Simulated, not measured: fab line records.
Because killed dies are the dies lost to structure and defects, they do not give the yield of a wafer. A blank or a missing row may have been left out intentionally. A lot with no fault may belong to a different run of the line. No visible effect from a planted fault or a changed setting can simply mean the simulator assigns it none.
fab line records    flow sky130    part 1 of 2: steps 1 to 33 of 46
record lots=5  wafers=15  last-day=50
route steps=708 shown NWELL@81 PWDE@84 VT_ADJUST_HVTP@85 VT_ADJUST_LVTN@97 VT_ADJUST_NCORE@119
lots that met no fault: from a run of the same line without faults
start-h: the number of hours between the record's first day and the start of the first shown wafer of the lot    wait-h: how many hours have passed since the lot's step before this one    " as in the row above    L1.1+2: a single row standing in for several wafers    - no value present, or no start provided    * or withheld: withheld    < > ~ a bound
route shown NAME@n: names a module that has steps shown in the file, with the first one's number in the route    usual: mean/standard deviation taken from wafers without a fault    same: alike in all rows    chamber/n: place in a boat    sites: readings site by site    _std_site: their standard deviation    _edge_site: outer sites' mean less inner sites'    radius-mm: for every site, how far away it sits from the centre of the wafer    mask NAME#n: copy n    behind: the last tool/chamber to shape the wafer    hold: reason for holding the lot/hours on hold/outcome of the hold    device: the transistor (n, p or np) that didn't switch    end of line: at the end of the route, the tests of the same wafers    for a step that has no rows: nothing shown but its recipe    killed: count of dies lost to structure and defects at first sort (not the wafer's yield)    map: per-die view of a wafer (x killed, . not killed, _ where there is no die)
set.NAME: the setting that was run; set.NAME@STEP: the one run at that earlier step    model.NAME: the simulator's own value behind a step, which no gauge read
lots seen at some steps along the route; tables by step, rows by wafer
services: the hour from which a tool's chamber was out of use, counted from the record's first day as start-h (under 0 if before that day), plus the number of hours and why
## steps
# step SKY_NWELL_RTA_28
# recipe temp-c=1050  time-s=30  idle-temp-c=650  ramp-up-c-per-s=150  ramp-down-c-per-s=90  ambient=N2
# usual chamber-o2-ppm=1.995/0.021  lamp-power-pct=25.31/0.052  wafer_temp_C_max=1055.0/1
lot.wafer  tool           chamber  start-h  wait-h  chamber-o2-ppm  lamp-power-pct  wafer_temp_C_max
L074.3     rtp-anneal-01  0        105.00   0.0     2.023           25.24           1054.9
L074.4     "              0        "        "       2.011           25.29           1056.0
L074.5     "              0        "        "       1.981           25.29           1053.7
L075.3     rtp-anneal-02  0        109.32   0.0     2.006           25.30           1054.8
L075.4     "              0        "        "       2.013           25.36           1056.4
L075.5     "              0        "        "       2.003           25.36           1054.5
L077.3     rtp-anneal-01  0        123.90   0.0     1.963           25.27           1055.3
L077.4     "              0        "        "       1.971           25.39           1055.1
L077.5     "              0        "        "       1.979           25.26           1056.3
L080.1     rtp-anneal-01  0        142.98   0.0     2.009           25.40           1055.0
L080.3     "              0        "        "       1.993           25.37           1054.1
L080.4     "              0        "        "       1.947           25.39           1055.6
L096.1     rtp-anneal-01  0        237.01   0.0     2.012           25.26           1056.4
L096.3     "              0        "        "       2.024           25.30           1054.5
L096.5     "              0        "        "       2.017           25.39           1054.9
# step SKY_NWELL_RS_MEAS_29
# recipe thk-meas-gauge=four-point-probe
# usual NWELL_RS=625.1/1.6
lot.wafer  tool           chamber  start-h  wait-h  NWELL_RS[ohm/sq]
L074.3     film-metro-03  -        105.10   0.1     624.1
L074.4     "              -        "        "       626.6
L074.5     "              -        "        "       626.1
L075.3     film-metro-03  -        109.42   0.1     624.5
L075.4     "              -        "        "       625.1
L075.5     "              -        "        "       624.2
L077.3     film-metro-03  -        124.01   0.1     623.2
L077.4     "              -        "        "       627.3
L077.5     "              -        "        "       625.6
L080.1     film-metro-01  -        143.08   0.1     624.8
L080.3     "              -        "        "       623.6
L080.4     "              -        "        "       624.4
L096.1     film-metro-03  -        237.11   0.1     624.2
L096.3     "              -        "        "       625.3
L096.5     "              -        "        "       625.4
# step SKY_NWELL_RS_MEAS_31
# recipe thk-meas-gauge=four-point-probe
# usual PWDE_RS=5358/23
lot.wafer  tool           chamber  start-h  wait-h  PWDE_RS[ohm/sq]
L074.3     film-metro-03  -        105.34   0.1     5357
L074.4     "              -        "        "       5327
L074.5     "              -        "        "       5357
L075.3     film-metro-03  -        109.66   0.1     5383
L075.4     "              -        "        "       5380
L075.5     "              -        "        "       5376
L077.3     film-metro-03  -        124.25   0.1     5359
L077.4     "              -        "        "       5382
L077.5     "              -        "        "       5349
L080.1     film-metro-01  -        143.32   0.1     5361
L080.3     "              -        "        "       5353
L080.4     "              -        "        "       5350
L096.1     film-metro-03  -        237.35   0.1     5339
L096.3     "              -        "        "       5336
L096.5     "              -        "        "       5342
# step SKY_VT_ADJUST_HVTP_DEHYDRATE_00
# recipe temp-c=200  time-s=60
lot.wafer   tool            chamber  start-h  wait-h
L074.3+4+5  litho-track-02  0        114.07   8.7
L075.3+4+5  litho-track-02  0        117.87   8.2
L077.3+4+5  litho-track-01  0        133.83   9.6
L080.1+3+4  litho-track-01  0        152.88   9.5
L096.1+3+5  litho-track-02  0        248.82   11.4
# step SKY_VT_ADJUST_HVTP_HMDS_01
# recipe prime-time-s=60  prime-temp-c=120
lot.wafer   tool            chamber  start-h  wait-h
L074.3+4+5  litho-track-02  0        114.22   0.1
L075.3+4+5  litho-track-02  0        118.02   0.1
L077.3+4+5  litho-track-01  0        133.98   0.1
L080.1+3+4  litho-track-01  0        153.03   0.1
L096.1+3+5  litho-track-02  0        248.97   0.1
# step SKY_VT_ADJUST_HVTP_COAT_02
# recipe resist=NOVOLAK  spin-rpm=3000  resist-thk-nm=1140
lot.wafer   tool            chamber  start-h  wait-h
L074.3+4+5  litho-track-02  0        114.37   0.1
L075.3+4+5  litho-track-02  0        118.17   0.1
L077.3+4+5  litho-track-01  0        134.13   0.1
L080.1+3+4  litho-track-01  0        153.18   0.1
L096.1+3+5  litho-track-02  0        249.12   0.1
# step SKY_VT_ADJUST_HVTP_SOFTBAKE_03
# recipe temp-c=90  time-s=60  resist=NOVOLAK
lot.wafer   tool            chamber  start-h  wait-h
L074.3+4+5  litho-track-02  0        114.52   0.1
L075.3+4+5  litho-track-02  0        118.32   0.1
L077.3+4+5  litho-track-01  0        134.28   0.1
L080.1+3+4  litho-track-01  0        153.33   0.1
L096.1+3+5  litho-track-02  0        249.27   0.1
# step SKY_VT_ADJUST_HVTP_EXPOSE_04
# recipe mask-id=HVTPM  na=0.6  source-shape=conventional  sigma-outer=0.6  polarization=unpolarized  target-cd-nm=380  dose-mj=140
# same na=0.6
lot.wafer   tool              chamber  start-h  wait-h  mask
L074.3+4+5  iline-stepper-02  0        -        -       HVTPM#0
L075.3+4+5  iline-stepper-02  0        -        -       HVTPM#0
L077.3+4+5  iline-stepper-01  0        -        -       HVTPM#0
L080.1+3+4  iline-stepper-01  0        -        -       HVTPM#0
L096.1+3+5  iline-stepper-02  0        -        -       HVTPM#0
# step SKY_VT_ADJUST_HVTP_PEB_05
# recipe temp-c=withheld  time-s=*  resist=NOVOLAK
lot.wafer   tool            chamber  start-h  wait-h
L074.3+4+5  litho-track-04  0        -        -
L075.3+4+5  litho-track-01  0        -        -
L077.3+4+5  litho-track-02  0        -        -
L080.1+3+4  litho-track-02  0        -        -
L096.1+3+5  litho-track-04  0        -        -
# step SKY_VT_ADJUST_HVTP_DEVELOP_06
# recipe resist=NOVOLAK  developer=TMAH  develop-time-s=60  dev-temp-c=23
lot.wafer   tool            chamber  start-h  wait-h
L074.3+4+5  litho-track-04  0        122.69   0.1
L075.3+4+5  litho-track-01  0        127.78   0.1
L077.3+4+5  litho-track-02  0        143.42   0.1
L080.1+3+4  litho-track-02  0        163.82   0.1
L096.1+3+5  litho-track-04  0        261.19   0.1
# step SKY_VT_ADJUST_HVTP_CD_MEAS_07
# recipe target-cd-nm=380
# usual cd-nm=380.0/2.7
lot.wafer  tool       chamber  start-h  wait-h  cd-nm
L074.3     cd-sem-02  -        122.83   0.1     385.7
L074.4     "          -        "        "       385.5
L074.5     "          -        "        "       385.6
L075.3     cd-sem-02  -        127.92   0.1     380.4
L075.4     "          -        "        "       380.4
L075.5     "          -        "        "       378.8
L077.3     cd-sem-01  -        143.56   0.1     381.1
L077.4     "          -        "        "       381.1
L077.5     "          -        "        "       381.6
L080.1     cd-sem-02  -        163.97   0.1     380.9
L080.3     "          -        "        "       381.8
L080.4     "          -        "        "       384.6
L096.1     cd-sem-01  -        261.34   0.1     379.2
L096.3     "          -        "        "       379.0
L096.5     "          -        "        "       380.1
# step SKY_VT_ADJUST_HVTP_OVL_MEAS_08
# usual VT_ADJUST_HVTP_OVL=-0.5/1.5
lot.wafer  tool        chamber  start-h  wait-h  VT_ADJUST_HVTP_OVL[nm]
L074.3     overlay-02  -        122.92   0.1     2.3
L074.4     "           -        "        "       3.3
L074.5     "           -        "        "       -0.2
L075.3     overlay-01  -        128.01   0.1     -2.0
L075.4     "           -        "        "       -1.3
L075.5     "           -        "        "       -1.3
L077.3     overlay-02  -        143.65   0.1     1.7
L077.4     "           -        "        "       0.7
L077.5     "           -        "        "       1.1
L080.1     overlay-01  -        164.09   0.1     -0.3
L080.3     "           -        "        "       -1.0
L080.4     "           -        "        "       0.0
L096.1     overlay-01  -        261.46   0.1     -3.2
L096.3     "           -        "        "       -3.4
L096.5     "           -        "        "       -3.0
# step SKY_VT_ADJUST_HVTP_IMPLANT_09
# recipe species=As  energy-kev=150  dose-cm2=4.3e+12  tilt-deg=withheld
# usual faraday-current-uA=24.3/0.5
lot.wafer  tool          chamber  start-h  wait-h  faraday-current-uA
L074.3     implanter-03  0        122.99   0.1     24.4
L074.4     "             0        "        "       24.4
L074.5     "             0        "        "       23.8
L075.3     implanter-03  0        128.08   0.1     24.9
L075.4     "             0        "        "       24.8
L075.5     "             0        "        "       24.6
L077.3     implanter-01  0        143.72   0.1     24.5
L077.4     "             0        "        "       24.6
L077.5     "             0        "        "       24.8
L080.1     implanter-03  0        164.12   0.0     24.7
L080.3     "             0        "        "       23.8
L080.4     "             0        "        "       25.3
L096.1     implanter-03  0        261.49   0.0     24.2
L096.3     "             0        "        "       23.7
L096.5     "             0        "        "       22.7
# step SKY_VT_ADJUST_HVTP_STRIP_10
# recipe chemistry=O2/N2  power-w=1400  pressure-mtorr=1500  platen-temp-c=withheld  o2-flow-sccm=3000  n2-flow-sccm=300  overash-fraction=0.5
# usual drypump-motor-current-A=5.5/0.36  n2-flow-sccm=299.9/0.98  oes-product-au=0.715/0.0046  strip-time-to-endpoint-s=14.17/0.037
lot.wafer  tool             chamber  start-h  wait-h  drypump-motor-current-A  n2-flow-sccm  oes-product-au  rf-hours-counter-h  strip-time-to-endpoint-s
L074.3     plasma-asher-04  1        123.13   0.1     5.6                      299.0         0.713           -                   14.20
L074.4     "                0        "        "       5.1                      300.6         0.712           -                   14.22
L074.5     "                0        "        "       5.1                      300.9         0.712           -                   14.18
L075.3     plasma-asher-02  1        128.22   0.1     5.9                      298.9         0.709           -                   14.22
L075.4     "                0        "        "       5.1                      299.8         0.711           -                   14.22
L075.5     "                0        "        "       5.1                      300.5         0.710           -                   14.19
L077.3     plasma-asher-04  0        143.86   0.1     5.1                      300.7         0.716           -                   14.11
L077.4     "                1        "        "       5.6                      299.6         0.711           -                   14.14
L077.5     "                1        "        "       5.6                      299.2         0.718           -                   14.13
L080.1     plasma-asher-02  1        164.27   0.1     5.9                      299.3         0.719           47                  14.16
L080.3     "                1        "        "       5.9                      299.4         0.715           -                   14.14
L080.4     "                0        "        "       5.2                      300.6         0.717           -                   14.09
L096.1     plasma-asher-02  1        261.64   0.1     5.9                      297.7         0.713           57                  14.21
L096.3     "                0        "        "       5.1                      300.2         0.709           -                   14.19
L096.5     "                1        "        "       5.9                      298.2         0.714           -                   14.18
# step SKY_VT_ADJUST_HVTP_TW_MEAS_11
# usual VT_ADJUST_HVTP_TW=1349/7.1
lot.wafer  tool           chamber  start-h  wait-h  VT_ADJUST_HVTP_TW
L074.3     film-metro-03  -        123.21   0.1     1346
L074.4     "              -        "        "       1354
L074.5     "              -        "        "       1350
L075.3     film-metro-01  -        128.30   0.1     1363
L075.4     "              -        "        "       1354
L075.5     "              -        "        "       1363
L077.3     film-metro-01  -        143.94   0.1     1350
L077.4     "              -        "        "       1359
L077.5     "              -        "        "       1363
L080.1     film-metro-03  -        164.37   0.1     1344
L080.3     "              -        "        "       1341
L080.4     "              -        "        "       1341
L096.1     film-metro-04  -        261.74   0.1     1354
L096.3     "              -        "        "       1354
L096.5     "              -        "        "       1363
# step SKY_VT_ADJUST_LVTN_DEHYDRATE_00
# recipe temp-c=200  time-s=60
lot.wafer   tool            chamber  start-h  wait-h
L074.3+4+5  litho-track-03  0        132.89   9.7
L075.3+4+5  litho-track-01  0        137.98   9.7
L077.3+4+5  litho-track-01  0        153.53   9.6
L080.1+3+4  litho-track-01  0        174.28   9.9
L096.1+3+5  litho-track-01  0        273.48   11.7
# step SKY_VT_ADJUST_LVTN_HMDS_01
# recipe prime-time-s=60  prime-temp-c=120
lot.wafer   tool            chamber  start-h  wait-h
L074.3+4+5  litho-track-03  0        133.04   0.1
L075.3+4+5  litho-track-01  0        138.13   0.1
L077.3+4+5  litho-track-01  0        153.68   0.1
L080.1+3+4  litho-track-01  0        174.43   0.1
L096.1+3+5  litho-track-01  0        273.63   0.1
# step SKY_VT_ADJUST_LVTN_COAT_02
# recipe spin-rpm=2000  resist-thk-nm=3000
lot.wafer   tool            chamber  start-h  wait-h
L074.3+4+5  litho-track-03  0        133.19   0.1
L075.3+4+5  litho-track-01  0        138.28   0.1
L077.3+4+5  litho-track-01  0        153.83   0.1
L080.1+3+4  litho-track-01  0        174.58   0.1
L096.1+3+5  litho-track-01  0        273.78   0.1
# step SKY_VT_ADJUST_LVTN_SOFTBAKE_03
# recipe temp-c=110  time-s=withheld
lot.wafer   tool            chamber  start-h  wait-h
L074.3+4+5  litho-track-03  0        133.35   0.1
L075.3+4+5  litho-track-01  0        138.44   0.1
L077.3+4+5  litho-track-01  0        153.99   0.1
L080.1+3+4  litho-track-01  0        174.73   0.1
L096.1+3+5  litho-track-01  0        273.93   0.1
# step SKY_VT_ADJUST_LVTN_EXPOSE_04
# recipe mask-id=NWM_COMPLEMENT_LESS_NATIVE  na=0.6  source-shape=conventional  sigma-outer=0.6  polarization=unpolarized  target-cd-nm=840  dose-mj=194
# same na=0.6
lot.wafer   tool              chamber  start-h  wait-h  mask
L074.3+4+5  iline-stepper-01  0        -        -       NWM_COMPLEMENT_LESS_NATIVE#0
L075.3+4+5  iline-stepper-01  0        -        -       NWM_COMPLEMENT_LESS_NATIVE#0
L077.3+4+5  iline-stepper-01  0        -        -       NWM_COMPLEMENT_LESS_NATIVE#0
L080.1+3+4  iline-stepper-01  0        -        -       NWM_COMPLEMENT_LESS_NATIVE#0
L096.1+3+5  iline-stepper-02  0        -        -       NWM_COMPLEMENT_LESS_NATIVE#0
# step SKY_VT_ADJUST_LVTN_PEB_05
# recipe temp-c=115  time-s=withheld
lot.wafer   tool            chamber  start-h  wait-h
L074.3+4+5  litho-track-04  0        -        -
L075.3+4+5  litho-track-01  0        -        -
L077.3+4+5  litho-track-04  0        -        -
L080.1+3+4  litho-track-03  0        -        -
L096.1+3+5  litho-track-03  0        -        -
# step SKY_VT_ADJUST_LVTN_DEVELOP_06
# recipe wall-angle-deg=90  developer=TMAH  develop-time-s=60  dev-temp-c=23
lot.wafer   tool            chamber  start-h  wait-h
L074.3+4+5  litho-track-04  0        -        -
L075.3+4+5  litho-track-01  0        -        -
L077.3+4+5  litho-track-04  0        -        -
L080.1+3+4  litho-track-03  0        -        -
L096.1+3+5  litho-track-03  0        -        -
# step SKY_VT_ADJUST_LVTN_OVL_MEAS_07
# usual VT_ADJUST_LVTN_OVL=1.5/1.4
lot.wafer  tool        chamber  start-h  wait-h  VT_ADJUST_LVTN_OVL[nm]
L074.3     overlay-02  -        143.00   -       1.8
L074.4     "           -        "        "       3.3
L074.5     "           -        "        "       3.9
L075.3     overlay-02  -        148.39   -       1.3
L075.4     "           -        "        "       2.0
L075.5     "           -        "        "       0.9
L077.3     overlay-02  -        164.30   -       1.0
L077.4     "           -        "        "       2.1
L077.5     "           -        "        "       1.5
L080.1     overlay-01  -        183.99   -       0.2
L080.3     "           -        "        "       0.1
L080.4     "           -        "        "       0.0
L096.1     overlay-01  -        286.53   -       0.8
L096.3     "           -        "        "       0.5
L096.5     "           -        "        "       -0.8
# step SKY_VT_ADJUST_LVTN_IMPLANT_08
# recipe species=B  energy-kev=30  dose-cm2=1.57e+12  tilt-deg=withheld
# usual faraday-current-uA=8.87/0.16
lot.wafer  tool          chamber  start-h  wait-h  faraday-current-uA
L074.3     implanter-02  0        143.07   0.1     9.08
L074.4     "             0        "        "       8.90
L074.5     "             0        "        "       8.91
L075.3     implanter-02  0        148.46   0.1     8.88
L075.4     "             0        "        "       8.84
L075.5     "             0        "        "       8.79
L077.3     implanter-04  0        164.37   0.1     8.81
L077.4     "             0        "        "       8.74
L077.5     "             0        "        "       8.86
L080.1     implanter-04  0        184.02   0.0     8.68
L080.3     "             0        "        "       8.64
L080.4     "             0        "        "       8.97
L096.1     implanter-01  0        286.57   0.0     9.01
L096.3     "             0        "        "       8.90
L096.5     "             0        "        "       8.90
# step SKY_VT_ADJUST_LVTN_STRIP_09
# recipe chemistry=O2/N2  power-w=1400  pressure-mtorr=1500  platen-temp-c=withheld  o2-flow-sccm=3000  n2-flow-sccm=300  overash-fraction=0.5
# usual drypump-motor-current-A=5.5/0.32  n2-flow-sccm=299.9/0.88  oes-product-au=0.722/0.0045  strip-time-to-endpoint-s=36.88/0.098
lot.wafer  tool             chamber  start-h  wait-h  drypump-motor-current-A  n2-flow-sccm  oes-product-au  rf-hours-counter-h  strip-time-to-endpoint-s
L074.3     plasma-asher-04  1        143.21   0.1     5.6                      301.2         0.726           -                   37.04
L074.4     "                0        "        "       5.1                      300.5         0.723           -                   37.00
L074.5     "                0        "        "       5.1                      300.3         0.725           -                   37.03
L075.3     plasma-asher-03  1        148.60   0.1     6.1                      300.0         0.713           -                   36.80
L075.4     "                0        "        "       5.7                      301.6         0.716           -                   36.75
L075.5     "                0        "        "       5.7                      300.4         0.721           -                   36.78
L077.3     plasma-asher-04  1        164.51   0.1     5.6                      299.3         0.728           -                   36.80
L077.4     "                0        "        "       5.1                      298.7         0.726           -                   36.88
L077.5     "                1        "        "       5.7                      299.3         0.717           -                   36.71
L080.1     plasma-asher-03  1        184.17   0.1     6.1                      302.3         0.717           6                   36.92
L080.3     "                1        "        "       6.1                      300.7         0.726           -                   36.84
L080.4     "                0        "        "       5.7                      298.9         0.722           -                   36.93
L096.1     plasma-asher-04  1        286.72   0.1     5.7                      300.5         0.720           48                  36.98
L096.3     "                0        "        "       5.1                      300.4         0.723           -                   36.83
L096.5     "                1        "        "       5.7                      301.1         0.715           -                   36.95
# step SKY_VT_ADJUST_LVTN_TW_MEAS_10
# usual VT_ADJUST_LVTN_TW=241.1/1.8
lot.wafer  tool           chamber  start-h  wait-h  VT_ADJUST_LVTN_TW
L074.3     film-metro-02  -        143.29   0.1     242.3
L074.4     "              -        "        "       243.3
L074.5     "              -        "        "       243.6
L075.3     film-metro-04  -        148.68   0.1     241.2
L075.4     "              -        "        "       241.9
L075.5     "              -        "        "       241.5
L077.3     film-metro-02  -        164.59   0.1     244.6
L077.4     "              -        "        "       242.4
L077.5     "              -        "        "       244.4
L080.1     film-metro-04  -        184.27   0.1     241.4
L080.3     "              -        "        "       242.9
L080.4     "              -        "        "       242.5
L096.1     film-metro-03  -        286.82   0.1     238.2
L096.3     "              -        "        "       239.6
L096.5     "              -        "        "       239.8
# step SKY_VT_ADJUST_LVTN_DEHYDRATE_11
# recipe temp-c=200  time-s=60
lot.wafer   tool            chamber  start-h  wait-h
L074.3+4+5  litho-track-04  0        152.64   9.3
L075.3+4+5  litho-track-01  0        158.48   9.8
L077.3+4+5  litho-track-04  0        174.64   10.0
L080.1+3+4  litho-track-01  0        193.53   9.2
L096.1+3+5  litho-track-04  0        298.84   12.0
# step SKY_VT_ADJUST_LVTN_HMDS_12
# recipe prime-time-s=60  prime-temp-c=120
lot.wafer   tool            chamber  start-h  wait-h
L074.3+4+5  litho-track-04  0        152.79   0.1
L075.3+4+5  litho-track-01  0        158.63   0.1
L077.3+4+5  litho-track-04  0        174.79   0.1
L080.1+3+4  litho-track-01  0        193.68   0.1
L096.1+3+5  litho-track-04  0        298.99   0.1
# step SKY_VT_ADJUST_LVTN_COAT_13
# recipe resist=NOVOLAK  spin-rpm=3000  resist-thk-nm=1140
lot.wafer   tool            chamber  start-h  wait-h
L074.3+4+5  litho-track-04  0        152.94   0.1
L075.3+4+5  litho-track-01  0        158.78   0.1
L077.3+4+5  litho-track-04  0        174.94   0.1
L080.1+3+4  litho-track-01  0        193.83   0.1
L096.1+3+5  litho-track-04  0        299.14   0.1
# step SKY_VT_ADJUST_LVTN_SOFTBAKE_14
# recipe temp-c=90  time-s=60  resist=NOVOLAK
lot.wafer   tool            chamber  start-h  wait-h
L074.3+4+5  litho-track-04  0        153.09   0.1
L075.3+4+5  litho-track-01  0        158.93   0.1
L077.3+4+5  litho-track-04  0        175.09   0.1
L080.1+3+4  litho-track-01  0        193.98   0.1
L096.1+3+5  litho-track-04  0        299.29   0.1
# step SKY_VT_ADJUST_LVTN_EXPOSE_15
# recipe mask-id=HVN_STD_DERIVED  na=0.6  source-shape=conventional  sigma-outer=0.6  polarization=unpolarized  target-cd-nm=600  dose-mj=163
# same na=0.6
lot.wafer   tool              chamber  start-h  wait-h  mask
L074.3+4+5  iline-stepper-02  0        -        -       HVN_STD_DERIVED#0
L075.3+4+5  iline-stepper-01  0        -        -       HVN_STD_DERIVED#0
L077.3+4+5  iline-stepper-01  0        -        -       HVN_STD_DERIVED#0
L080.1+3+4  iline-stepper-01  0        -        -       HVN_STD_DERIVED#0
L096.1+3+5  iline-stepper-02  0        -        -       HVN_STD_DERIVED#0
# step SKY_VT_ADJUST_LVTN_PEB_16
# recipe temp-c=withheld  time-s=*  resist=NOVOLAK
lot.wafer   tool            chamber  start-h  wait-h
L074.3+4+5  litho-track-01  0        -        -
L075.3+4+5  litho-track-01  0        -        -
L077.3+4+5  litho-track-03  0        -        -
L080.1+3+4  litho-track-01  0        -        -
L096.1+3+5  litho-track-01  0        -        -
# step SKY_VT_ADJUST_LVTN_DEVELOP_17
# recipe resist=NOVOLAK  developer=TMAH  develop-time-s=61.52  dev-temp-c=23
lot.wafer   tool            chamber  start-h  wait-h
L074.3+4+5  litho-track-01  0        162.98   0.1
L075.3+4+5  litho-track-01  0        169.28   0.1
L077.3+4+5  litho-track-03  0        184.19   0.1
L080.1+3+4  litho-track-01  0        205.23   0.1
L096.1+3+5  litho-track-01  0        311.88   0.1
